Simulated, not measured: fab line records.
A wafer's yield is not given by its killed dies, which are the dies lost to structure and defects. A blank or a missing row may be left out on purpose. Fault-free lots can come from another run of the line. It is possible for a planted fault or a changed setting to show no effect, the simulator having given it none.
fab line records | flow sky130
[record] lots = 5 wafers = 15 lastDay = 50
route steps=708 shown FIELD_ISO@27 NWELL@32 DNWELL@35 PWDE@45 PAD_OPEN@708
lots untouched by any fault: they come from a run of this same line in which no faults occurred
startH: hours from the record's opening day to when the first of the lot's shown wafers began | waitH: how many hours have passed since the lot's step before this one | " unchanged from the row above | L1.1+2: a single row standing in for several wafers | - value missing, or start not given | * or withheld: withheld | < > ~ a bound
route shown NAME@n: NAME is a module with steps in the file, n the number in the route of the first one | usual: mean/standard deviation taken from wafers without a fault | same: alike in all rows | chamber/n: place in a boat | sites: the reading at each site | _std_site: standard deviation of those values | _edge_site: the outer-site mean with the inner-site mean subtracted | radiusMm: for every site, how far away it sits from the centre of the wafer | mask NAME#n: copy n | behind: the last tool/chamber to shape the wafer | hold: why the lot was held/for how many hours/how that ended | device: the n, p or np transistor that did not switch | end of line: tests of these same wafers at the route's end | for a step that has no rows: nothing shown but its recipe | killed: dies lost to structure and defects at the first sort, not the wafer's yield | map: a wafer's dies, x killed, . not, _ none there
set.NAME: setting as actually run; set.NAME@STEP: the setting as run at that earlier step | model.NAME: the simulator's own value behind a step, which no gauge read
lots at some steps of the route; a table a step, a row a wafer
services: the hour from which a tool's chamber was out of use, counted from the record's first day as startH (under 0 if before that day), plus the number of hours and why
[[steps]]
[step SKY_FIELD_ISO_ANNEAL_26]
[recipe] tempC = 1000 timeS = 1800 ambient = N2
[step SKY_FIELD_ISO_CMP_27]
[recipe] stopOn = Si3N4 tOverpolishS = 16 downForcePsi = 4 platenRpm = 60 targetThkNm = 457.8 padVelocityMS = 0.94248
[usual] motorCurrentA = 13.7/1.1 overpolishRunS = 15.999/0.009 slurryFlowMlMin = 150.0/0.44 timeToEndpointS = 114/3.9
// columns lot.wafer tool chamber startH waitH motorCurrentA overpolishRunS slurryFlowMlMin timeToEndpointS
L932.4 cmp-02 1 74.90 0.0 14.0 16.000 149.7 116
L932.2 " 3 " " 15.1 16.001 150.4 113
L932.3 " 0 " " 13.9 16.005 150.0 116
L933.4 cmp-01 3 81.07 0.0 11.2 15.997 150.4 113
L933.2 " 0 " " 12.3 15.997 150.3 117
L933.5 " 0 " " 12.3 16.007 150.0 114
L937.2 cmp-02 3 105.12 0.1 14.4 16.002 149.9 114
L937.3 " 0 " " 14.1 15.992 149.3 115
L937.4 " 1 " " 14.4 16.002 149.4 114
L943.2 cmp-01 1 135.29 0.1 12.4 15.987 150.8 116
L943.1 " 3 " " 11.6 15.997 149.9 113
L943.5 " 1 " " 12.3 15.987 149.8 114
L947.4 cmp-02 2 153.33 0.2 13.9 16.014 149.7 113
L947.2 " 0 " " 14.3 16.001 150.2 116
L947.1 " 1 " " 13.9 16.011 150.8 114
[step SKY_FIELD_ISO_WET_ETCH_28]
[recipe] chemistry = dHF targetDepthNm = 23.7 target = SiO2 dilution = 10:1 tempC = 25 timeS = 47
[step SKY_FIELD_ISO_WET_ETCH_29]
[recipe] chemistry = H3PO4 targetDepthNm = 160 target = Si3N4 tempC = 160 timeS = 1825
[step SKY_FIELD_ISO_WET_ETCH_30]
[recipe] chemistry = dHF targetDepthNm = 25 target = SiO2 dilution = 10:1 tempC = 25 timeS = 50
[step SKY_NWELL_CLEAN_00]
[recipe] chemistry = SC1/SC2 mix = 1:4:20 tempC = 70 timeS = 150 dry = n2Spin
[step SKY_NWELL_OXIDATION_01]
[recipe] tempC = 900 ambient = O2 stabiliseS = 600 purgeS = 300 targetThkA = 100 oxTimeS = 1418
[step SKY_NWELL_THK_MEAS_02]
[recipe] reads = SiO2_of_NWELL_OXIDATION_01
[usual] NWELL_OXIDATION_THK = 9.94/0.21
// columns lot.wafer tool chamber startH waitH NWELL_OXIDATION_THK[nm]
L932.2 filmMetro-02 - 77.26 0.0 9.92
L932.3 " - " " 9.83
L932.4 " - " " 10.04
L933.2 filmMetro-02 - 83.44 0.0 9.61
L933.4 " - " " 9.63
L933.5 " - " " 9.56
L937.2 filmMetro-04 - 110.41 0.0 10.05
L937.3 " - " " 9.96
L937.4 " - " " 10.05
L943.1 filmMetro-04 - 139.22 0.0 9.74
L943.2 " - " " 9.90
L943.5 " - " " 9.91
L947.1 filmMetro-04 - 155.63 0.0 10.11
L947.2 " - " " 10.03
L947.4 " - " " 10.01
[step SKY_DNWELL_DEHYDRATE_00]
[recipe] tempC = 200 timeS = 60
[step SKY_DNWELL_HMDS_01]
[recipe] primeTimeS = 60 primeTempC = 120
[step SKY_DNWELL_COAT_02]
[recipe] spinRpm = 2000 resistThkNm = 3000
[step SKY_DNWELL_SOFTBAKE_03]
[recipe] tempC = 110 timeS = withheld
[step SKY_DNWELL_EXPOSE_04]
[recipe] maskId = DNM na = 0.57 targetCdNm = 3000 doseMj = 222
// columns lot.wafer tool chamber startH waitH mask
L932.2+3+4 ilineStepper-01 0 86.12 - DNM#0
L933.2+4+5 ilineStepper-02 0 92.02 - DNM#0
L937.2+3+4 ilineStepper-01 0 118.73 - PWDEM#0
L943.1+2+5 ilineStepper-01 0 148.77 - DNM#0
L947.1+2+4 ilineStepper-02 0 165.54 - DNM#0
[step SKY_DNWELL_PEB_05]
[recipe] tempC = 115 timeS = withheld
[step SKY_DNWELL_DEVELOP_06]
[recipe] wallAngleDeg = 90 developer = TMAH developTimeS = 60 devTempC = 23
[step SKY_DNWELL_IMPLANT_07]
[recipe] species = P energyKev = withheld doseCm2 = withheld tiltDeg = withheld
[step SKY_DNWELL_STRIP_08]
[recipe] chemistry = O2/N2 powerW = 1400 pressureMtorr = 1500 platenTempC = withheld o2FlowSccm = 3000 n2FlowSccm = 300 overashFraction = 0.5
[usual] chamberPressureMTorr = 1500.0/1.4 drypumpMotorCurrentA = 6.1/0.58 oesProductAu = 0.722/0.0041 stripTimeToEndpointS = 36.90/0.083
// columns lot.wafer tool chamber startH waitH chamberPressureMTorr drypumpMotorCurrentA oesProductAu rfHoursCounterH stripTimeToEndpointS
L932.2 plasmaAsher-02 0 94.32 0.1 1499.0 6.6 0.717 41 37.01
L932.3 " 1 " " 1499.0 4.9 0.727 - 36.96
L932.4 " 0 " " 1499.1 6.6 0.724 - 36.92
L933.2 plasmaAsher-02 1 100.77 0.1 1501.1 4.9 0.720 42 36.89
L933.4 " 0 " " 1501.9 6.6 0.723 - 36.92
L933.5 " 0 " " 1503.3 6.6 0.721 - 36.94
L937.2 plasmaAsher-04 1 128.24 0.1 1498.9 6.4 0.725 41 36.81
L937.3 " 0 " " 1501.3 6.4 0.719 - 36.90
L937.4 " 1 " " 1500.9 6.5 0.719 - 36.91
L943.1 plasmaAsher-01 0 158.27 0.1 1501.3 5.9 0.725 49 37.15
L943.2 " 1 " " 1500.3 5.7 0.721 49 36.97
L943.5 " 0 " " 1501.7 5.9 0.725 - 36.93
L947.1 plasmaAsher-02 0 175.39 0.1 1498.3 6.6 0.720 5 36.88
L947.2 " 1 " " 1499.5 4.9 0.721 5 36.96
L947.4 " 0 " " 1501.3 6.5 0.717 - 37.08
[step SKY_DNWELL_TW_MEAS_09]
[usual] DNWELL_TW = 1121/11
// columns lot.wafer tool chamber startH waitH DNWELL_TW
L932.2 filmMetro-03 - 94.43 0.1 1118
L932.3 " - " " 1118
L932.4 " - " " 1121
L933.2 filmMetro-04 - 100.88 0.1 1109
L933.4 " - " " 1113
L933.5 " - " " 1114
L937.2 filmMetro-03 - 128.35 0.1 30
L937.3 " - " " 30
L937.4 " - " " 30
L943.1 filmMetro-03 - 158.37 0.1 1118
L943.2 " - " " 1113
L943.5 " - " " 1121
L947.1 filmMetro-04 - 175.49 0.1 1107
L947.2 " - " " 1114
L947.4 " - " " 1113
[step SKY_PWDE_DEHYDRATE_00]
[recipe] tempC = 200 timeS = 60
[step SKY_PWDE_HMDS_01]
[recipe] primeTimeS = 60 primeTempC = 120
[step SKY_PWDE_COAT_02]
[recipe] spinRpm = 2000 resistThkNm = 3000
[step SKY_PWDE_SOFTBAKE_03]
[recipe] tempC = 110 timeS = withheld
[step SKY_PWDE_EXPOSE_04]
[recipe] maskId = PWDEM na = 0.6 sourceShape = conventional sigmaOuter = 0.6 polarization = unpolarized targetCdNm = 840 doseMj = 214
[step SKY_PWDE_PEB_05]
[recipe] tempC = 115 timeS = withheld
[step SKY_PWDE_DEVELOP_06]
[recipe] wallAngleDeg = 90 developer = TMAH developTimeS = 60 devTempC = 23
[step SKY_PWDE_OVL_MEAS_07]
[usual] PWDE_OVL = -1.4/1.5
// columns lot.wafer tool chamber startH waitH PWDE_OVL[nm]
L932.2 overlay-01 - 111.22 - -0.5
L932.3 " - " " -1.8
L932.4 " - " " -2.4
L933.2 overlay-01 - 118.13 - -3.3
L933.4 " - " " -3.3
L933.5 " - " " -3.2
L937.2 overlay-02 - 147.51 - 0.3
L937.3 " - " " -0.4
L937.4 " - " " 0.6
L943.1 overlay-01 - 178.11 - -2.0
L943.2 " - " " -2.6
L943.5 " - " " -2.9
L947.1 overlay-02 - 196.42 - -3.0
L947.2 " - " " -0.2
L947.4 " - " " -2.0
[step SKY_PWDE_IMPLANT_08]
[recipe] species = B energyKev = 150 doseCm2 = 3.6e+12 tiltDeg = withheld
[step SKY_PWDE_STRIP_09]
[recipe] chemistry = O2/N2 powerW = 1400 pressureMtorr = 1500 platenTempC = withheld o2FlowSccm = 3000 n2FlowSccm = 300 overashFraction = 0.5
[usual] chamberPressureMTorr = 1499.9/1.4 drypumpMotorCurrentA = 5.8/0.57 oesProductAu = 0.723/0.0044 stripTimeToEndpointS = 36.89/0.11
// columns lot.wafer tool chamber startH waitH chamberPressureMTorr drypumpMotorCurrentA oesProductAu rfHoursCounterH stripTimeToEndpointS
L932.2 plasmaAsher-01 0 111.40 0.1 1499.5 5.9 0.723 44 36.89
L932.3 " 1 " " 1501.6 5.7 0.727 - 37.03
L932.4 " 0 " " 1499.3 5.9 0.721 - 36.99
L933.2 plasmaAsher-01 1 118.31 0.1 1500.1 5.7 0.722 45 36.71
L933.4 " 1 " " 1500.1 5.7 0.718 - 36.83
L933.5 " 1 " " 1501.4 5.7 0.714 - 36.73
L937.2 plasmaAsher-01 0 147.69 0.1 1500.5 5.9 0.730 48 37.09
L937.3 " 0 " " 1498.9 5.9 0.714 - 37.06
L937.4 " 1 " " 1498.5 5.7 0.724 - 37.09
L943.1 plasmaAsher-01 1 178.29 0.1 1497.3 5.7 0.723 51 36.85
L943.2 " 0 " " 1498.6 5.9 0.723 51 36.83
L943.5 " 0 " " 1499.0 5.9 0.725 - 36.81
L947.1 plasmaAsher-03 0 196.61 0.1 1499.1 6.0 0.723 40 36.61
L947.2 " 1 " " 1499.9 6.3 0.719 40 36.72
L947.4 " 0 " " 1498.2 6.1 0.721 - 36.69
[step SKY_PWDE_TW_MEAS_10]
[usual] PWDE_TW = 376/3.3
// columns lot.wafer tool chamber startH waitH PWDE_TW
L932.2 filmMetro-04 - 111.51 0.1 375
L932.3 " - " " 375
L932.4 " - " " 374
L933.2 filmMetro-04 - 118.42 0.1 374
L933.4 " - " " 374
L933.5 " - " " 375
L937.2 filmMetro-04 - 147.80 0.1 1127
L937.3 " - " " 1133
L937.4 " - " " 1124
L943.1 filmMetro-02 - 178.39 0.1 380
L943.2 " - " " 378
L943.5 " - " " 379
L947.1 filmMetro-02 - 196.71 0.1 380
L947.2 " - " " 380
L947.4 " - " " 380
[step SKY_NWELL_DEHYDRATE_03]
[recipe] tempC = 200 timeS = 60
[step SKY_PAD_OPEN_PROBE_99]
[usual] killed_at_M0_to_M3 = 43/7.6 killed_at_M4_up = 2.9/1.7 killedAtContacts = 24/5.5 killedAtFrontEnd = 15/4.2 killedAtOther = 0.3/0.52 killedDies = 86/9.4 killedOnRim = 17/4 killedOpen = 47/7 killedShort = 39/6.4
[same] grossDies = 492 killedAtBackSide = 0
// columns lot.wafer tool chamber startH waitH killed_at_M0_to_M3 killed_at_M4_up killedAtContacts killedAtFrontEnd killedAtOther killedDies killedOnRim killedOpen killedShort
L932.2 prober-02 - 1122.53 0.1 49 4 18 14 1 86 20 44 40
L932.3 prober-02 - 1122.58 0.2 44 1 26 15 0 86 15 49 35
L932.4 prober-02 - 1122.63 0.2 38 2 34 16 0 90 16 54 36
L937.2 prober-01 - 1158.88 0.1 29 3 35 425 0 492 96 39 43
L937.3 prober-01 - 1158.93 0.2 35 5 26 426 0 492 96 43 35
L937.4 prober-01 - 1158.98 0.2 41 4 24 423 0 492 96 49 36
// killed by level:class
L932.2 VIA3:geometricParticle:open=9 CONTACT:geometricParticle:open=8 METAL2:geometricParticle:short=7 VIA1:geometricParticle:open=7 VIA2:geometricParticle:open=6 FIELD_ISO:geometricParticle:short=4 CONTACT:geometricParticle:short=4 METAL1:geometricParticle:short=4
L932.3 VIA2:geometricParticle:open=12 CONTACT:geometricParticle:open=12 METAL2:geometricParticle:short=7 CONTACT:geometricParticle:short=6 VIA3:geometricParticle:open=5 FIELD_ISO:geometricParticle:short=4 VIA1:geometricParticle:open=4 LOCAL_INTERCONNECT:geometricParticle:short=4
L932.4 CONTACT:geometricParticle:open=16 VIA3:geometricParticle:open=9 VIA1:geometricParticle:open=8 LI_CONTACT:geometricParticle:open=7 CONTACT:geometricParticle:short=7 FIELD_ISO:geometricParticle:short=5 METAL2:geometricParticle:short=5 FIELD_ISO:geometricParticle:open=4
L937.2 DNWELL:areaExpose=410 CONTACT:geometricParticle:open=13 CONTACT:geometricParticle:short=7 LI_CONTACT:geometricParticle:open=6 FIELD_ISO:geometricParticle:short=5 VIA1:geometricParticle:short=5 VIA3:geometricParticle:short=5 LOCAL_INTERCONNECT:geometricParticle:short=4
L937.3 DNWELL:areaExpose=414 VIA1:geometricParticle:open=9 LI_CONTACT:geometricParticle:open=7 CONTACT:geometricParticle:open=6 VIA3:geometricParticle:open=5 CONTACT:geometricParticle:short=5 METAL1:geometricParticle:short=5 METAL4:geometricParticle:short=5
L937.4 DNWELL:areaExpose=407 VIA1:geometricParticle:open=11 VIA2:geometricParticle:open=8 CONTACT:geometricParticle:open=7 CONTACT:geometricParticle:short=6 LI_CONTACT:geometricParticle:open=5 FIELD_ISO:geometricParticle:short=4 VIA1:geometricParticle:short=4
// map L937.2 (x killed, . not)
__________xxxxxxxxxx_________
________xxxxxxxxxxxxxx_______
______xxxxxxxxxxxxxxxxxx_____
_____xxxxxxxxxxxxxxxxxxxx____
____xxxxxxxxxxxxxxxxxxxxxx___
___xxxxxxxxxxxxxxxxxxxxxxxx__
__xxxxxxxxxxxxxxxxxxxxxxxxxx_
_xxxxxxxxxxxxxxxxxxxxxxxxxxxx
_xxxxxxxxxxxxxxxxxxxxxxxxxxxx
_xxxxxxxxxxxxxxxxxxxxxxxxxxxx
_xxxxxxxxxxxxxxxxxxxxxxxxxxxx
_xxxxxxxxxxxxxxxxxxxxxxxxxxxx
_xxxxxxxxxxxxxxxxxxxxxxxxxxxx
_xxxxxxxxxxxxxxxxxxxxxxxxxxxx
_xxxxxxxxxxxxxxxxxxxxxxxxxxxx
__xxxxxxxxxxxxxxxxxxxxxxxxxx_
___xxxxxxxxxxxxxxxxxxxxxxxx__
____xxxxxxxxxxxxxxxxxxxxxx___
_____xxxxxxxxxxxxxxxxxxxx____
______xxxxxxxxxxxxxxxxxx_____
________xxxxxxxxxxxxxx_______
__________xxxxxxxxxx_________
// map L932.4 (x killed, . not)
__________......x..._________
________..x..........._______
______x.x...x..........._____
_____.......x..x........x____
____.........x....xx......___
___......x........x..x.....__
__x.x.........xx.x.....x.x.._
_.xx.......x.................
_...xx..x...........x........
_.........x.x......xxx.......
_..............x......x......
_.x...xx..xx....xx...........
_.....x...x...xx.......x...x.
_.......x...xx...xx..........
_....xxx..x...x..............
__...........x.x..xx.xx..x.x_
___.x.x..x.x....xx.....xx..__
____.x....x..xx.........xx___
_____.xx....xx...........____
______..x......x........_____
________...x...x.....x_______
__________........x._________
[[services]]
// columns tool chamber startH hours kind
cmp-02 - 64.00 4.0 pm
cmp-02 - 68.00 - consumableReplace:conditioner
cmp-02 - 68.00 - consumableReplace:pad
cmp-01 - 90.54 2.1 repair
plasmaAsher-04 - 93.58 14.6 pm
plasmaAsher-01 - 95.47 3.2 repair
plasmaAsher-02 - 108.75 9.0 pm
plasmaAsher-02 0 108.75 9.0 ventCycle
plasmaAsher-02 1 108.75 9.0 ventCycle
plasmaAsher-02 0 117.75 - clean
plasmaAsher-02 1 117.75 - clean
ilineStepper-01 - 140.64 1.7 pm
cmp-01 - 143.17 5.9 repair
cmp-01 - 143.65 1.0 repair
plasmaAsher-02 - 146.40 5.3 repair
ilineStepper-02 - 162.57 1.7 pm
ilineStepper-01 0 162.94 - calibration
ilineStepper-01 - 164.24 2.1 pm
ilineStepper-01 - 166.32 - consumableReplace:lamp
cmp-01 - 174.49 5.3 pm
cmp-01 - 191.03 6.1 repair
cmp-02 - 195.62 2.6 repair
[[key]]
[firstSign] step = SKY_DNWELL_EXPOSE_04 reading = mask direction = changed
[effect] step = SKY_DNWELL_TW_MEAS_09 reading = DNWELL_TW direction = down sigmas = 98 usual = 1121 struck = 30
[effect] step = SKY_PWDE_TW_MEAS_10 reading = PWDE_TW direction = up sigmas = 99+ usual = 376 struck = 1128
[effect] step = SKY_PAD_OPEN_PROBE_99 reading = killedAtFrontEnd direction = up sigmas = 97 usual = 15 struck = 425
[moreKillsBornAt] SKY_DNWELL_EXPOSE_04@ilineStepper-01 = 1231
metAt SKY_DNWELL_EXPOSE_04
struckWafers L937.2,L937.3,L937.4
testerLeftOut L937
onsetBetween 86.12 118.73
[fault] kind = wrongMask tool = any chamber = - onsetH = 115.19 steps = SKY_DNWELL_EXPOSE_04 auxCopy = PWDEM#0 scope = struckLotsOnly
// testerLeftOut: of these lots the tester's yield and bins aren't shown, on N5 and GAA mostly nor the transistor test; their killed dies are dies lost to structure and defects alone, not to doping, threshold or leakage, so they don't give the yield
